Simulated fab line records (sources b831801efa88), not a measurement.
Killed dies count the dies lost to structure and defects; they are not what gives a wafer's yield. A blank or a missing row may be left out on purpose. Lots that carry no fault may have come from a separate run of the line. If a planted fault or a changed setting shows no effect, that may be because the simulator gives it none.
fab line records	flow sfqLine
record lots=6	wafers=18	lastDay=86
route steps=325 shown M2@92 I2@103 M3@118 I3@133 M8@325
lots that met no fault: from a run of the same line without faults
startH: the number of hours between the record's first day and the start of the first shown wafer of the lot	waitH: hours elapsed since this lot's preceding step	" identical to the entry in the row above	L1.1+2: one row covering several wafers at once	- no value, or no start was given	* or withheld: withheld	< > ~ a bound
route shown NAME@n: NAME is a module with steps in the file, n the number in the route of the first one	usual: mean and standard deviation over wafers with no fault	same: alike in all rows	chamber/n: place in a boat	sites: each site's reading	_std_site: standard deviation of those values	_edge_site: inner sites' mean taken away from outer sites' mean	radiusMm: how far each site lies from the wafer's centre	mask NAME#n: copy n	behind: the most recent tool/chamber to have shaped the wafer	hold: cause of the lot's hold/its duration in hours/its outcome	device: transistor that didn't switch, given as n, p or np	end of line: the route-end tests of the same wafers	step lacking rows: just its recipe	killed: the dies lost at the first sort to structure and to defects; this is not the yield of the wafer	map: a wafer's dies, marking killed ones x, the rest . and places with no die _
set.NAME: the run value of the setting; set.NAME@STEP: its run value at that earlier step	model.NAME: the simulator's own value behind a step, which no gauge read
lots seen at some steps along the route; tables by step, rows by wafer
services: the hour from which a tool's chamber was out of use, counted from the record's first day as startH (under 0 if before that day), plus the number of hours and why
## steps
# step SFQ_TRILAYER_M2_LITHO_COAT_062
# recipe resist=BARC	spinRpm=3000	resistThkNm=62
# step SFQ_TRILAYER_M2_LITHO_COAT_057
# recipe resist=KrF	spinRpm=3000	resistThkNm=600
# step SFQ_TRILAYER_M2_LITHO_SOFTBAKE_061
# recipe tempC=withheld	timeS=withheld	resist=KrF
# step SFQ_TRILAYER_M2_LITHO_EXPOSE_058
# recipe maskId=M2	na=0.6	sourceShape=conventional	sigmaOuter=0.65	targetCdNm=500	doseMj=14.4
# step SFQ_TRILAYER_M2_LITHO_PEB_060
# recipe pebTempC=115	pebTimeS=60	resist=KrF
# step SFQ_TRILAYER_M2_LITHO_DEVELOP_059
# recipe timeS=60	resist=KrF
# step SFQ_M2_OVL_MEAS_916
# usual M2_OVL=-2/5.6
lot.wafer	tool	chamber	startH	waitH	M2_OVL[nm]
L463.1	overlay-02	-	561.79	0.1	-7
L463.2	"	-	"	"	-9
L463.3	"	-	"	"	-7
L470.2	overlay-02	-	776.90	0.1	-4
L470.3	"	-	"	"	-2
L470.4	"	-	"	"	-2
L474.1	overlay-01	-	823.98	0.1	-6
L474.3	"	-	"	"	-7
L474.4	"	-	"	"	-5
L476.2	overlay-01	-	838.99	0.1	11
L476.3	"	-	"	"	13
L476.4	"	-	"	"	5
L478.4	overlay-02	-	848.64	0.1	-4
L478.5	"	-	"	"	-2
L478.6	"	-	"	"	-2
L483.2	overlay-01	-	896.63	0.1	-11
L483.3	"	-	"	"	-5
L483.6	"	-	"	"	-6
# step SFQ_TRILAYER_M2_BARC_OPEN_METAL_ETCH_077
# recipe maskMaterial=PR	chemistry=O2	targetDepthNm=125	target=BARC	icpW=600	biasW=80	pressureMtorr=10	timeS=41.7
# step SFQ_TRILAYER_M2_ETCH_METAL_ETCH_060
# recipe target=Nb	stopOn=SiO2	maskMaterial=PR	chemistry=Cl2/Ar	targetDepthNm=240	icpW=600	biasW=80	pressureMtorr=10	timeS=120
# step SFQ_TRILAYER_M2_STRIP_STRIP_061
# recipe gas=O2	powerW=200	platenTempC=40	overashFraction=0.65	chemistry=O2	pressureMtorr=50
# step SFQ_TRILAYER_M2_STRIP_SOLV_CLEAN_062
# recipe chemistry=NMP	tempC=70	timeS=600
# step SFQ_TRILAYER_I2_DEP_PECVD_063
# recipe material=SiO2	tempC=150	timeS=111.11	pressureTorr=2.4	rfW=183.3	precursor=SiH4/N2O	targetThkNm=500
# step SFQ_TRILAYER_I2_CMP_CMP_064
# recipe material=SiO2	downForcePsi=3	platenRpm=60	padVelocityMS=0.94248
# usual edgeZonePressureFrac=1.000/0.0044	motorCurrentA=10.1/1	timeToEndpointS=216/6.8
lot.wafer	tool	chamber	startH	waitH	edgeZonePressureFrac	motorCurrentA	timeToEndpointS	model.SiO2_of_TRILAYER_I2_DEP_PECVD_063.thkNm
L463.1	cmp-02	0	563.15	0.3	1.002	8.7	214	197.6
L463.3	"	1	"	"	0.998	10.6	219	198
L463.2	"	3	564.65	1.8	0.997	10.1	208	197.9
L470.3	cmp-01	2	780.22	2.3	0.999	9.3	222	200
L470.2	"	3	"	"	1.010	9.8	220	200.6
L470.4	"	0	"	"	0.996	9.6	225	200.2
L474.4	cmp-01	2	825.32	0.0	0.999	8.9	250	149.5
L474.1	"	3	"	"	1.005	10.1	214	198.6
L474.3	"	1	826.82	1.5	0.995	8.1	206	198.6
L476.3	cmp-02	0	842.74	2.7	0.992	9.1	218	199.2
L476.4	"	2	843.74	3.7	0.999	11.3	221	198.7
L476.2	"	3	"	"	0.992	11.0	215	199.4
L478.4	cmp-01	2	853.71	4.0	1.003	9.6	247	148.5
L478.6	"	3	"	"	1.007	10.3	243	148.4
L478.5	"	0	"	"	1.000	9.5	211	198.6
L483.2	cmp-02	3	898.74	1.1	0.998	10.9	220	200.9
L483.3	"	0	"	"	1.000	8.8	226	200.4
L483.6	"	1	"	"	1.000	10.6	226	200.4
# step SFQ_I2_BOW_MEAS_917
# recipe mode=bow
# usual I2_BOW=3/8.3
lot.wafer	tool	chamber	startH	waitH	I2_BOW[um]
L463.1	filmMetro-03	-	566.15	2.5	12
L463.2	"	-	"	"	0
L463.3	"	-	"	"	9
L470.2	filmMetro-02	-	783.24	2.0	15
L470.3	"	-	"	"	2
L470.4	"	-	"	"	13
L474.1	filmMetro-02	-	828.32	2.0	18
L474.3	"	-	"	"	21
L474.4	"	-	"	"	0
L476.2	filmMetro-03	-	845.76	1.0	12
L476.3	"	-	"	"	7
L476.4	"	-	"	"	22
L478.4	filmMetro-02	-	855.27	1.1	-8
L478.5	"	-	"	"	-3
L478.6	"	-	"	"	2
L483.2	filmMetro-04	-	900.76	1.5	3
L483.3	"	-	"	"	10
L483.6	"	-	"	"	9
# step SFQ_TRILAYER_I2_METRO_MEASURE_065
# usual thkNm=199.7/1
lot.wafer	tool	chamber	startH	waitH	thkNm
L463.1	filmMetro-03	-	566.27	0.1	197.6
L463.2	"	-	"	"	197.9
L463.3	"	-	"	"	198.1
L470.2	filmMetro-02	-	783.54	0.3	200.7
L470.3	"	-	"	"	199.8
L470.4	"	-	"	"	200.2
L474.1	filmMetro-02	-	828.44	0.1	198.6
L474.3	"	-	"	"	198.5
L474.4	"	-	"	"	149.6
L476.2	filmMetro-03	-	846.06	0.3	199.4
L476.3	"	-	"	"	199.2
L476.4	"	-	"	"	198.8
L478.4	filmMetro-02	-	855.93	0.6	148.6
L478.5	"	-	"	"	198.8
L478.6	"	-	"	"	148.4
L483.2	filmMetro-04	-	901.06	0.3	200.8
L483.3	"	-	"	"	200.3
L483.6	"	-	"	"	200.4
# step SFQ_TRILAYER_I2_VIA_LITHO_COAT_072
# recipe resist=BARC	spinRpm=3000	resistThkNm=62
# step SFQ_TRILAYER_I2_VIA_LITHO_COAT_067
# recipe resist=KrF	spinRpm=3000	resistThkNm=650
# step SFQ_TRILAYER_I2_VIA_LITHO_SOFTBAKE_071
# recipe tempC=withheld	timeS=withheld	resist=KrF
# step SFQ_TRILAYER_I2_VIA_LITHO_EXPOSE_068
# recipe maskId=I2	na=0.6	sourceShape=conventional	sigmaOuter=0.65	targetCdNm=500	doseMj=21.3
# step SFQ_TRILAYER_I2_VIA_LITHO_PEB_070
# recipe pebTempC=115	pebTimeS=60	resist=KrF
# step SFQ_TRILAYER_I2_VIA_LITHO_DEVELOP_069
# recipe timeS=60	resist=KrF
# step SFQ_I2_OVL_MEAS_918
# usual I2_OVL=0/4.3
lot.wafer	tool	chamber	startH	waitH	I2_OVL[nm]
L463.1	overlay-02	-	701.22	0.1	2
L463.2	"	-	"	"	6
L463.3	"	-	"	"	3
L470.2	overlay-01	-	924.57	0.1	3
L470.3	"	-	"	"	9
L470.4	"	-	"	"	2
L474.1	overlay-02	-	972.91	0.1	4
L474.3	"	-	"	"	-2
L474.4	"	-	"	"	2
L476.2	overlay-01	-	986.12	0.1	5
L476.3	"	-	"	"	5
L476.4	"	-	"	"	0
L478.4	overlay-01	-	998.25	0.1	-2
L478.5	"	-	"	"	-5
L478.6	"	-	"	"	-6
L483.2	overlay-01	-	1046.40	0.1	-6
L483.3	"	-	"	"	-2
L483.6	"	-	"	"	-5
# step SFQ_TRILAYER_I2_VIA_BARC_OPEN_VIA_ETCH_096
# recipe maskMaterial=PR	chemistry=O2	targetDepthNm=125	target=BARC	sourceW=500	biasW=80	pressureMtorr=30	timeS=41.7
# usual chamberPressureMTorr=29.998/0.028	drypumpMotorCurrentA=5.6/0.6	oesProductAu=0.685/0.0045
lot.wafer	tool	chamber	startH	waitH	chamberPressureMTorr	drypumpMotorCurrentA	oesProductAu	rfHoursCounterH
L463.1	rieDiel-04	2	701.26	0.0	30.002	5.1	0.696	6
L463.2	"	1	"	"	30.010	4.9	0.685	22
L463.3	"	0	"	"	29.989	5.1	0.684	61
L470.2	rieDiel-02	1	924.60	0.0	30.012	4.8	0.686	11
L470.3	"	3	"	"	29.979	5.7	0.692	6
L470.4	"	0	"	"	29.987	6.0	0.678	9
L474.1	rieDiel-04	0	972.95	0.0	30.002	5.1	0.679	3
L474.3	"	2	"	"	29.998	5.2	0.691	9
L474.4	"	3	"	"	29.995	6.0	0.683	6
L476.2	rieDiel-03	1	986.15	0.0	30.009	6.8	0.687	7
L476.3	"	0	"	"	30.030	6.1	0.677	16
L476.4	"	2	"	"	30.020	6.4	0.686	3
L478.4	rieDiel-04	3	998.27	0.0	29.975	6.0	0.686	7
L478.5	"	0	"	"	29.985	5.1	0.694	-
L478.6	"	3	"	"	29.985	6.1	0.689	-
L483.2	rieDiel-04	3	1046.43	0.0	30.008	6.0	0.684	7
L483.3	"	0	"	"	30.020	5.1	0.682	4
L483.6	"	2	"	"	29.944	5.2	0.682	-
# step SFQ_TRILAYER_I2_VIA_ETCH_VIA_ETCH_070
# recipe target=SiO2	stopOn=Nb	maskMaterial=PR	taperDeg=20	chemistry=CHF3	targetDepthNm=260	sourceW=500	biasW=80	pressureMtorr=30	timeS=withheld
# usual chamberPressureMTorr=30.002/0.029	drypumpMotorCurrentA=5.6/0.6	oesProductAu=0.853/0.005
lot.wafer	tool	chamber	startH	waitH	chamberPressureMTorr	drypumpMotorCurrentA	oesProductAu	model.I2.featureDepthNm	model.etch.depthNm
L463.1	rieDiel-04	2	701.30	0.0	29.987	5.2	0.847	197.6	197.6
L463.2	"	1	"	"	30.009	4.9	0.841	197.9	197.9
L463.3	"	0	"	"	29.984	5.1	0.852	198	198
L470.2	rieDiel-02	1	924.64	0.0	30.062	4.8	0.859	200.6	200.6
L470.3	"	3	"	"	29.941	5.7	0.846	200	200
L470.4	"	0	"	"	29.980	6.0	0.848	200.2	200.2
L474.1	rieDiel-04	0	972.99	0.0	30.035	5.1	0.859	198.6	198.6
L474.3	"	2	"	"	29.962	5.2	0.856	198.6	198.6
L474.4	"	3	"	"	29.973	6.1	0.744	149.5	149.5
L476.2	rieDiel-03	1	986.19	0.0	30.015	6.8	0.849	199.4	199.4
L476.3	"	0	"	"	30.019	6.2	0.850	199.2	199.2
L476.4	"	2	"	"	30.044	6.4	0.845	198.7	198.7
L478.4	rieDiel-04	3	998.31	0.0	29.979	6.1	0.732	148.5	148.5
L478.5	"	0	"	"	30.024	5.1	0.852	198.6	198.6
L478.6	"	3	"	"	30.013	6.0	0.739	148.4	148.4
L483.2	rieDiel-04	3	1046.47	0.0	30.030	6.0	0.848	200.9	200.9
L483.3	"	0	"	"	30.002	5.1	0.857	200.4	200.4
L483.6	"	2	"	"	30.003	5.1	0.856	200.4	200.4
# step SFQ_TRILAYER_I2_VIA_STRIP_STRIP_071
# recipe gas=O2	powerW=200	platenTempC=40	overashFraction=0.65	chemistry=O2	pressureMtorr=50
# usual chamberPressureMTorr=50.00/0.045	drypumpMotorCurrentA=5.63/0.2	oesProductAu=1.003/0.0091
lot.wafer	tool	chamber	startH	waitH	chamberPressureMTorr	drypumpMotorCurrentA	oesProductAu	rfHoursCounterH
L463.1	rieMetal-04	0	701.41	-	49.99	5.62	0.994	61
L463.2	"	1	"	"	49.97	5.65	1.005	51
L463.3	"	0	"	"	50.00	5.57	0.994	-
L470.2	rieMetal-02	0	924.75	-	50.03	5.59	1.008	92
L470.3	"	0	"	"	49.99	5.58	1.015	-
L470.4	"	1	"	"	49.94	5.78	1.005	-
L474.1	rieMetal-02	1	973.10	-	49.97	5.81	1.012	18
L474.3	"	0	"	"	49.98	5.56	1.012	-
L474.4	"	1	"	"	50.01	5.77	1.004	-
L476.2	rieMetal-04	1	986.30	-	49.95	5.68	1.014	81
L476.3	"	0	"	"	49.99	5.59	0.986	-
L476.4	"	1	"	"	49.99	5.66	1.016	-
L478.4	rieMetal-04	0	998.62	-	49.98	5.59	1.000	-
L478.5	"	0	"	"	49.94	5.60	1.003	-
L478.6	"	1	"	"	49.95	5.66	1.026	-
L483.2	rieMetal-01	1	1046.58	-	49.97	5.95	0.990	130
L483.3	"	1	"	"	50.02	5.96	0.990	-
L483.6	"	1	"	"	50.02	5.94	0.987	-
# step SFQ_TRILAYER_I2_VIA_STRIP_SOLV_CLEAN_072
# recipe chemistry=NMP	tempC=70	timeS=600
# step SFQ_TRILAYER_M3_DEP_PRE_CLEAN_074
# recipe gas=Ar	timeS=22.5	biasV=250
lot.wafer	tool	chamber	startH	waitH	model.SiO2_of_TRILAYER_I2_DEP_PECVD_063.thkNm
L463.1	pvdSputter-05	-	702.20	0.0	190.1
L463.2	"	-	"	"	190.4
L463.3	"	-	"	"	190.5
L470.2	pvdSputter-04	-	925.52	0.0	193.1
L470.3	"	-	"	"	192.5
L470.4	"	-	"	"	192.7
L474.1+3	pvdSputter-06	-	973.87	0.0	191.1
L474.4	"	-	"	"	142
L476.2	pvdSputter-06	-	987.07	0.0	191.9
L476.3	"	-	"	"	191.7
L476.4	"	-	"	"	191.2
L478.4	pvdSputter-06	-	999.20	0.0	141
L478.5	"	-	"	"	191.1
L478.6	"	-	"	"	140.9
L483.2	pvdSputter-04	-	1047.36	0.0	193.4
L483.3+6	"	-	"	"	192.9
# step SFQ_TRILAYER_M3_DEP_SPUTTER_073
# recipe material=Nb	basePressurePa=1.33e-06	chamberPressurePa=0.1333	substrateTempC=20	resputterCathodeVoltageV=400	targetThkNm=200	powerW=2000	timeS=133.3
# usual throttleValvePct=29.9/0.91
lot.wafer	tool	chamber	startH	waitH	throttleValvePct
L463.1	pvdSputter-05	-	702.23	0.0	30.1
L463.2	"	-	"	"	30.2
L463.3	"	-	"	"	29.5
L470.2	pvdSputter-04	-	925.55	0.0	29.1
L470.3	"	-	"	"	30.8
L470.4	"	-	"	"	29.0
L474.1	pvdSputter-06	-	973.90	0.0	29.8
L474.3	"	-	"	"	28.1
L474.4	"	-	"	"	29.8
L476.2	pvdSputter-06	-	987.10	0.0	29.6
L476.3	"	-	"	"	30.0
L476.4	"	-	"	"	28.1
L478.4	pvdSputter-06	-	999.23	0.0	31.2
L478.5	"	-	"	"	30.5
L478.6	"	-	"	"	29.8
L483.2	pvdSputter-04	-	1047.38	0.0	28.9
L483.3	"	-	"	"	30.8
L483.6	"	-	"	"	30.6
# step SFQ_M3_RS_MEAS_919
# recipe thkMeasGauge=four-point-probe	reads=Nb_of_TRILAYER_M3_DEP_SPUTTER_073
# usual M3_NB_RS=0.892/0.01
lot.wafer	tool	chamber	startH	waitH	M3_NB_RS[ohm/sq]
L463.1	filmMetro-04	-	702.32	0.0	0.903
L463.2	"	-	"	"	0.903
L463.3	"	-	"	"	0.917
L470.2	filmMetro-01	-	925.66	0.1	0.906
L470.3	"	-	"	"	0.898
L470.4	"	-	"	"	0.888
L474.1	filmMetro-01	-	973.99	0.0	0.891
L474.3	"	-	"	"	0.886
L474.4	"	-	"	"	0.893
L476.2	filmMetro-03	-	987.21	0.1	0.885
L476.3	"	-	"	"	0.892
L476.4	"	-	"	"	0.880
L478.4	filmMetro-03	-	999.38	0.1	0.897
L478.5	"	-	"	"	0.902
L478.6	"	-	"	"	0.904
L483.2	filmMetro-03	-	1047.50	0.1	0.888
L483.3	"	-	"	"	0.900
L483.6	"	-	"	"	0.879
# step SFQ_TRILAYER_M3_LITHO_COAT_080
# recipe resist=BARC	spinRpm=3000	resistThkNm=62
# step SFQ_TRILAYER_M3_LITHO_COAT_075
# recipe resist=KrF	spinRpm=3000	resistThkNm=600
# step SFQ_TRILAYER_M3_LITHO_SOFTBAKE_079
# recipe tempC=withheld	timeS=withheld	resist=KrF
# step SFQ_TRILAYER_M3_LITHO_EXPOSE_076
# recipe maskId=M3	na=0.6	sourceShape=conventional	sigmaOuter=0.65	targetCdNm=500	doseMj=14.4
# step SFQ_TRILAYER_M3_LITHO_PEB_078
# recipe pebTempC=115	pebTimeS=60	resist=KrF
# step SFQ_TRILAYER_M3_LITHO_DEVELOP_077
# recipe timeS=60	resist=KrF
# step SFQ_M3_OVL_MEAS_921
# usual M3_OVL=5/4.5
lot.wafer	tool	chamber	startH	waitH	M3_OVL[nm]
L463.1	overlay-01	-	705.91	0.1	-2
L463.2	"	-	"	"	3
L463.3	"	-	"	"	-5
L470.2	overlay-01	-	1065.60	0.1	6
L470.3	"	-	"	"	-2
L470.4	"	-	"	"	2
L474.1	overlay-01	-	1117.15	0.1	-2
L474.3	"	-	"	"	-7
L474.4	"	-	"	"	0
L476.2	overlay-01	-	1138.88	0.1	11
L476.3	"	-	"	"	-1
L476.4	"	-	"	"	11
L478.4	overlay-01	-	1149.69	0.1	7
L478.5	"	-	"	"	3
L478.6	"	-	"	"	5
L483.2	overlay-02	-	1196.71	0.1	14
L483.3	"	-	"	"	11
L483.6	"	-	"	"	9
# step SFQ_TRILAYER_M3_BARC_OPEN_METAL_ETCH_100
# recipe maskMaterial=PR	chemistry=O2	targetDepthNm=125	target=BARC	icpW=600	biasW=80	pressureMtorr=10	timeS=41.7
# usual chamberPressureMTorr=10.000/0.0088	drypumpMotorCurrentA=5.6/0.41	oesProductAu=0.685/0.0043
lot.wafer	tool	chamber	startH	waitH	chamberPressureMTorr	drypumpMotorCurrentA	oesProductAu	rfHoursCounterH
L463.1	rieMetal-01	0	705.95	0.0	9.996	5.2	0.690	71
L463.2	"	1	"	"	9.985	6.0	0.680	87
L463.3	"	1	"	"	10.013	6.0	0.689	-
L470.2	rieMetal-01	0	1065.65	0.0	10.003	5.3	0.682	-
L470.3	"	0	"	"	10.003	5.3	0.689	-
L470.4	"	0	"	"	9.998	5.3	0.681	-
L474.1	rieMetal-01	0	1117.19	0.0	10.009	5.2	0.687	129
L474.3	"	1	"	"	10.010	6.0	0.689	-
L474.4	"	0	"	"	9.995	5.2	0.690	-
L476.2	rieMetal-01	1	1138.91	0.0	9.996	6.0	0.684	6
L476.3	"	0	"	"	9.985	5.2	0.684	-
L476.4	"	1	"	"	9.976	6.0	0.684	-
L478.4	rieMetal-01	0	1149.73	0.0	9.992	5.2	0.684	-
L478.5	"	0	"	"	10.013	5.2	0.686	-
L478.6	"	1	"	"	9.990	6.0	0.687	-
L483.2	rieMetal-01	0	1196.74	0.0	9.996	5.2	0.687	1
L483.3	"	0	"	"	10.003	5.2	0.673	-
L483.6	"	0	"	"	10.000	5.1	0.684	-
# step SFQ_TRILAYER_M3_ETCH_METAL_ETCH_078
# recipe target=Nb	stopOn=SiO2	maskMaterial=PR	chemistry=Cl2/Ar	targetDepthNm=240	icpW=600	biasW=80	pressureMtorr=10	timeS=120
# usual chamberPressureMTorr=9.998/0.01	drypumpMotorCurrentA=5.6/0.41	oesProductAu=0.893/0.007
lot.wafer	tool	chamber	startH	waitH	chamberPressureMTorr	drypumpMotorCurrentA	oesProductAu	rfHoursCounterH
L463.1	rieMetal-01	0	706.01	0.0	10.024	5.2	0.895	71
L463.2	"	1	"	"	10.002	6.0	0.890	87
L463.3	"	1	"	"	9.995	6.0	0.875	-
L470.2	rieMetal-01	0	1065.79	0.1	9.997	5.2	0.889	-
L470.3	"	0	"	"	10.001	5.2	0.894	-
L470.4	"	0	"	"	10.003	5.2	0.901	-
L474.1	rieMetal-01	0	1117.25	0.0	9.999	5.2	0.895	129
L474.3	"	1	"	"	9.981	6.0	0.896	-
L474.4	"	0	"	"	9.998	5.2	0.897	-
L476.2	rieMetal-01	1	1138.97	0.0	10.001	6.0	0.896	6
L476.3	"	0	"	"	10.006	5.2	0.898	-
L476.4	"	1	"	"	10.003	6.0	0.898	-
L478.4	rieMetal-01	0	1149.81	0.1	9.962	5.2	0.894	-
L478.5	"	0	"	"	9.989	5.2	0.889	-
L478.6	"	1	"	"	10.006	6.0	0.890	-
L483.2	rieMetal-01	0	1196.80	0.0	10.001	5.2	0.898	1
L483.3	"	0	"	"	10.004	5.2	0.886	-
L483.6	"	0	"	"	10.001	5.2	0.896	-
# step SFQ_TRILAYER_M3_STRIP_STRIP_079
# recipe gas=O2	powerW=200	platenTempC=40	overashFraction=0.65	chemistry=O2	pressureMtorr=50
# step SFQ_TRILAYER_M3_STRIP_SOLV_CLEAN_080
# recipe chemistry=NMP	tempC=70	timeS=600
# step SFQ_TRILAYER_I3_DEP_PECVD_081
# recipe material=SiO2	tempC=150	timeS=111.11	pressureTorr=2.4	rfW=183.3	precursor=SiH4/N2O	targetThkNm=500
# step SFQ_M8_BOW_MEAS_951
# recipe mode=bow
# usual M8_BOW=9/8.9
lot.wafer	tool	chamber	startH	waitH	M8_BOW[um]	model.etest.i2.linkOhm
L463.1	filmMetro-04	-	1931.17	0.0	14	1.971
L463.2	"	-	"	"	2	1.988
L463.3	"	-	"	"	11	1.98
L470.2	filmMetro-03	-	2019.86	0.0	26	1.971
L470.3	"	-	"	"	14	1.967
L470.4	"	-	"	"	23	1.963
L474.1	filmMetro-02	-	2030.64	0.0	29	1.975
L474.3	"	-	"	"	33	1.973
L474.4	"	-	"	"	13	1.946
L476.2	filmMetro-03	-	2036.66	0.0	12	1.945
L476.3	"	-	"	"	7	1.952
L476.4	"	-	"	"	21	1.938
L478.4	filmMetro-02	-	2043.90	0.1	5	1.935
L478.5	"	-	"	"	9	1.959
L478.6	"	-	"	"	16	1.946
L483.2	filmMetro-04	-	2063.06	0.0	-2	1.976
L483.3	"	-	"	"	6	1.98
L483.6	"	-	"	"	4	1.951
## services
tool	chamber	startH	hours	kind
rieMetal-01	1	566.09	3.0	repair
rieDiel-04	0	589.72	8.8	repair
rieMetal-01	-	637.56	1.4	pm
rieDiel-04	2	690.26	10.6	repair
pvdSputter-06	-	700.05	2.7	repair
pvdSputter-06	-	707.04	25.2	repair
rieMetal-01	-	725.69	1.1	repair
rieDiel-04	-	752.43	0.6	repair
pvdSputter-04	-	769.11	2.2	repair
rieDiel-04	2	771.79	19.3	repair
rieDiel-04	3	788.19	3.5	repair
rieDiel-04	3	810.86	10.1	repair
rieDiel-04	0	857.66	2.5	repair
pvdSputter-04	-	865.85	12.5	repair
rieDiel-04	1	896.74	5.3	repair
rieDiel-04	2	898.43	14.4	repair
rieMetal-01	-	912.48	0.6	repair
pvdSputter-06	-	955.67	1.6	repair
rieMetal-01	0	964.48	3.1	repair
rieMetal-01	1	996.87	20.7	repair
rieDiel-04	2	1065.81	6.3	repair
rieDiel-04	1	1085.72	2.4	repair
rieMetal-01	-	1115.71	0.1	repair
rieDiel-04	-	1131.60	4.0	pm
## key
firstSign step=SFQ_TRILAYER_I2_CMP_CMP_064	reading=timeToEndpointS	direction=up	sigmas=4.5	usual=*	struck=*
effect step=SFQ_TRILAYER_I2_METRO_MEASURE_065	reading=thkNm	direction=down	sigmas=49	usual=199.7	struck=148.9
effect step=SFQ_TRILAYER_I2_VIA_ETCH_VIA_ETCH_070	reading=oesProductAu	direction=down	sigmas=23	usual=0.853	struck=0.738
modelEffect step=SFQ_TRILAYER_I2_CMP_CMP_064	value=SiO2_of_TRILAYER_I2_DEP_PECVD_063.thkNm	without=198.8	struck=148.8
modelEffect step=SFQ_TRILAYER_I2_VIA_ETCH_VIA_ETCH_070	value=I2.featureDepthNm	without=198.8	struck=148.8
modelEffect step=SFQ_TRILAYER_M3_DEP_PRE_CLEAN_074	value=SiO2_of_TRILAYER_I2_DEP_PECVD_063.thkNm	without=191.3	struck=141.3
modelEffect step=SFQ_M8_BOW_MEAS_951	value=etest.i2.linkOhm	without=1.989	struck=1.943
metAt SFQ_TRILAYER_I2_CMP_CMP_064
struckWafers L474.4,L478.4,L478.6
onsetBetween 780.22 825.32
fault kind=processParameterDrift	tool=cmp-01	chamber=-	onsetH=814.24	steps=SFQ_TRILAYER_I2_CMP_CMP_064	channel=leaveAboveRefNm	offset=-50	shape=step	endH=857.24	scope=struckWafersOnly	actsIn=theseRecipesOnly	stated=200
